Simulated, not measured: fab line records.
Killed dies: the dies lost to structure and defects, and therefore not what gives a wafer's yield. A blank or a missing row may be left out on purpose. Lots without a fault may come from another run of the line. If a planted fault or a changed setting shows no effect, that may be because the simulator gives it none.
Chamber matching :: flow sfq_line :: 3 sister chambers for SFQ_TRILAYER_A5C_DEP_PECVD_142 on pecvd-01
The step deposits SiO2 from SiH4/N2O, time 15.556 s, target thk 70 nm. 16 wafers are shown with their chamber, then 8 later ones without.

== EACH WAFER AND ITS CHAMBER ==
wafer: L267.2
chamber: 2
throttle_valve_pct (%): 23.0
heater_power_w (W): 78
chamber_pressure_Torr (Torr): 2.408

wafer: L267.3
chamber: 1
throttle_valve_pct (%): 22.9
heater_power_w (W): 95
chamber_pressure_Torr (Torr): 2.405

wafer: L267.6
chamber: 1
throttle_valve_pct (%): 23.1
heater_power_w (W): 96
chamber_pressure_Torr (Torr): 2.396

wafer: L270.2
chamber: 0
throttle_valve_pct (%): 23.8
heater_power_w (W): 71
chamber_pressure_Torr (Torr): 2.409

wafer: L270.5
chamber: 0
throttle_valve_pct (%): 24.1
heater_power_w (W): 74
chamber_pressure_Torr (Torr): 2.411

wafer: L270.6
chamber: 2
throttle_valve_pct (%): 23.1
heater_power_w (W): 80
chamber_pressure_Torr (Torr): 2.406

wafer: L274.1
chamber: 1
throttle_valve_pct (%): 23.0
heater_power_w (W): 94
chamber_pressure_Torr (Torr): 2.386

wafer: L274.2
chamber: 2
throttle_valve_pct (%): 23.1
heater_power_w (W): 77
chamber_pressure_Torr (Torr): 2.406

wafer: L274.5
chamber: 0
throttle_valve_pct (%): 23.9
heater_power_w (W): 90
chamber_pressure_Torr (Torr): 2.399

wafer: L275.1
chamber: 2
throttle_valve_pct (%): 23.1
heater_power_w (W): 83
chamber_pressure_Torr (Torr): 2.397

wafer: L275.4
chamber: 2
throttle_valve_pct (%): 23.4
heater_power_w (W): 83
chamber_pressure_Torr (Torr): 2.397

wafer: L275.5
chamber: 1
throttle_valve_pct (%): 23.2
heater_power_w (W): 92
chamber_pressure_Torr (Torr): 2.403

wafer: L279.2
chamber: 1
throttle_valve_pct (%): 23.1
heater_power_w (W): 100
chamber_pressure_Torr (Torr): 2.397

wafer: L279.3
chamber: 0
throttle_valve_pct (%): 23.9
heater_power_w (W): 74
chamber_pressure_Torr (Torr): 2.397

wafer: L279.4
chamber: 1
throttle_valve_pct (%): 23.2
heater_power_w (W): 96
chamber_pressure_Torr (Torr): 2.396

wafer: L282.2
chamber: 0
throttle_valve_pct (%): 23.9
heater_power_w (W): 79
chamber_pressure_Torr (Torr): 2.401

SIGNATURES, as means of the wafers listed above
reading: throttle_valve_pct
chamber 0: 23.920
chamber 1: 23.083
chamber 2: 23.140
scatter within a chamber: 0.127

reading: heater_power_w
chamber 0: 77.60
chamber 1: 95.50
chamber 2: 80.20
scatter within a chamber: 4.74

reading: chamber_pressure_Torr
chamber 0: 2.40340
chamber 1: 2.39717
chamber 2: 2.40280
scatter within a chamber: 0.00616
Rule: for each reading, subtract the chamber's mean from the wafer's reading, divide by that reading's scatter and square the result; add these up over the readings and take the root, which gives the wafer's distance from the chamber. If the next closest chamber is less than 2 further off than the closest, the wafer can't be placed; otherwise it belongs to the closest. The scatter: the root of (the sum of the squares of (reading less its chamber's mean) over the shown wafers, divided by (wafers less chambers)).

== WAFERS WITH NO CHAMBER GIVEN ==
wafer: L282.3
throttle_valve_pct (%): 23.1
heater_power_w (W): 89
chamber_pressure_Torr (Torr): 2.409

wafer: L282.5
throttle_valve_pct (%): 23.1
heater_power_w (W): 89
chamber_pressure_Torr (Torr): 2.398

wafer: L283.3
throttle_valve_pct (%): 23.7
heater_power_w (W): 85
chamber_pressure_Torr (Torr): 2.396

wafer: L283.4
throttle_valve_pct (%): 24.0
heater_power_w (W): 84
chamber_pressure_Torr (Torr): 2.392

wafer: L283.5
throttle_valve_pct (%): 23.1
heater_power_w (W): 86
chamber_pressure_Torr (Torr): 2.398

wafer: L289.1
throttle_valve_pct (%): 23.6
heater_power_w (W): 97
chamber_pressure_Torr (Torr): 2.401

wafer: L289.3
throttle_valve_pct (%): 23.2
heater_power_w (W): 73
chamber_pressure_Torr (Torr): 2.406

wafer: L289.6
throttle_valve_pct (%): 24.1
heater_power_w (W): 82
chamber_pressure_Torr (Torr): 2.399

== WHICH CHAMBER EACH WENT THROUGH ==
wafer: L282.3
from the rows above: can't be placed: 2 or 1
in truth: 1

wafer: L282.5
from the rows above: can't be placed: 1 or 2
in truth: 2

wafer: L283.3
from the rows above: 0
in truth: 0

wafer: L283.4
from the rows above: 0
in truth: 0

wafer: L283.5
from the rows above: can't be placed: 2 or 1
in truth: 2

wafer: L289.1
from the rows above: can't be placed: 1 or 0 or 2
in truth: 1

wafer: L289.3
from the rows above: 2
in truth: 2

wafer: L289.6
from the rows above: 0
in truth: 0
Placed correctly: 4 of 8. Can't be placed from these rows: 4 (the true chamber is among the candidates in 4). Placed wrongly: 0.
